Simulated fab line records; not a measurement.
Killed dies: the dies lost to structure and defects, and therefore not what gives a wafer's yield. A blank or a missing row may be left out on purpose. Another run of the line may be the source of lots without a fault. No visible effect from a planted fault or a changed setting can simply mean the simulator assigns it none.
Struck lot and sound lot, side by side | flow sfqLine | 14 out of 325 route steps
Sound: wafers L823.1, L823.3, L823.6. Wafers L834.2, L834.4, L834.6 were the ones struck. The cause is given at the end.
At each step with rows: each side's tool, then ch and its chambers, then its first start. Under that, the readings that differ: sound wafers | struck wafers | difference of the means | sigmas: that difference in standard deviations of wafers without a fault.
alike: same words and numbers on both sides, and readings whose means sit less than 2 such deviations apart. not compared: any withheld reading, any reading some wafer has no value for, any bound like >300 that may hide the same value, and any number with overlapping values for which the record gives no deviation.
The two part at a step that has a row with sigmas, a row that says differs or no value, or rows on one side only. Numbers that don't overlap but have no deviation are shown without sigmas and don't part them. Lack of a reading on every wafer of one side parts them only where that side has two or more wafers.

first, 1 step without rows for these wafers: SFQ_TRILAYER_M7_STRIP_SOLV_CLEAN_182 (cleans in NMP, time 600 s).
SFQ_TRILAYER_I7_DEP_PECVD_183: deposits SiO2 from SiH4/N2O, time 111.11 s, target thk 500 nm.
  sound on pecvd-03 ch 0,1, day 71 13:04; struck on pecvd-02 ch 1,2, day 79 11:31
  alike: heaterPowerW, throttleValvePct
SFQ_TRILAYER_I7_CMP_CMP_184: polishes SiO2.
  sound on cmp-01 ch 1,2,3, day 71 16:16; struck on cmp-01 ch 0,1,2, day 79 15:23
  alike: motorCurrentA, timeToEndpointS
SFQ_I7_BOW_MEAS_946:
  struck on filmMetro-02, day 79 17:25; sound on filmMetro-02, day 71 18:16
  alike: I7_BOW
SFQ_TRILAYER_I7_METRO_MEASURE_185:
  struck on filmMetro-02, day 79 17:43; sound on filmMetro-02, day 71 18:23
  alike: thkNm
then, 6 steps without rows for these wafers: SFQ_TRILAYER_I7_VIA_LITHO_COAT_192 (resist thk 62 nm); SFQ_TRILAYER_I7_VIA_LITHO_COAT_187 (resist thk 650 nm); SFQ_TRILAYER_I7_VIA_LITHO_SOFTBAKE_191; SFQ_TRILAYER_I7_VIA_LITHO_EXPOSE_188 (exposes mask I7, target cd 1000 nm); SFQ_TRILAYER_I7_VIA_LITHO_PEB_190 (peb time 60 s); SFQ_TRILAYER_I7_VIA_LITHO_DEVELOP_189 (time 60 s).
SFQ_I7_OVL_MEAS_947:
  struck on overlay-02, day 79 20:58; sound on overlay-02, day 71 22:50
reading     | sound    | struck | difference | sigmas
I7_OVL (nm) | -2 -4 -3 | 11 2 9 | +10        | +2
SFQ_TRILAYER_I7_VIA_BARC_OPEN_VIA_ETCH_260: etches BARC in O2, target depth 125 nm, time 41.7 s.
  sound on rieDiel-01 ch 1,3, day 71 22:53; struck on rieDiel-04 ch 1,2,3, day 79 20:59
reading   | sound             | struck            | difference | sigmas
biasW (W) | 80.04 79.99 80.11 | 71.21 71.46 71.45 | -8.67      | -41
  alike: drypumpMotorCurrentA, oesProductAu
  not compared: rfHoursCounterH
SFQ_TRILAYER_I7_VIA_ETCH_VIA_ETCH_190: etches SiO2 in CHF3, stops on Nb, target depth 260 nm.
  sound on rieDiel-01 ch 1,3, day 71 22:55; struck on rieDiel-04 ch 1,2,3, day 79 21:02
  alike: biasW, drypumpMotorCurrentA, oesProductAu

## WHERE THEY PART
First at SFQ_I7_OVL_MEAS_947; last, within this record, at SFQ_TRILAYER_I7_VIA_BARC_OPEN_VIA_ETCH_260. Later steps at which nothing parts them and some readings are alike: SFQ_TRILAYER_I7_VIA_ETCH_VIA_ETCH_190.

WHY: what the simulator had put in
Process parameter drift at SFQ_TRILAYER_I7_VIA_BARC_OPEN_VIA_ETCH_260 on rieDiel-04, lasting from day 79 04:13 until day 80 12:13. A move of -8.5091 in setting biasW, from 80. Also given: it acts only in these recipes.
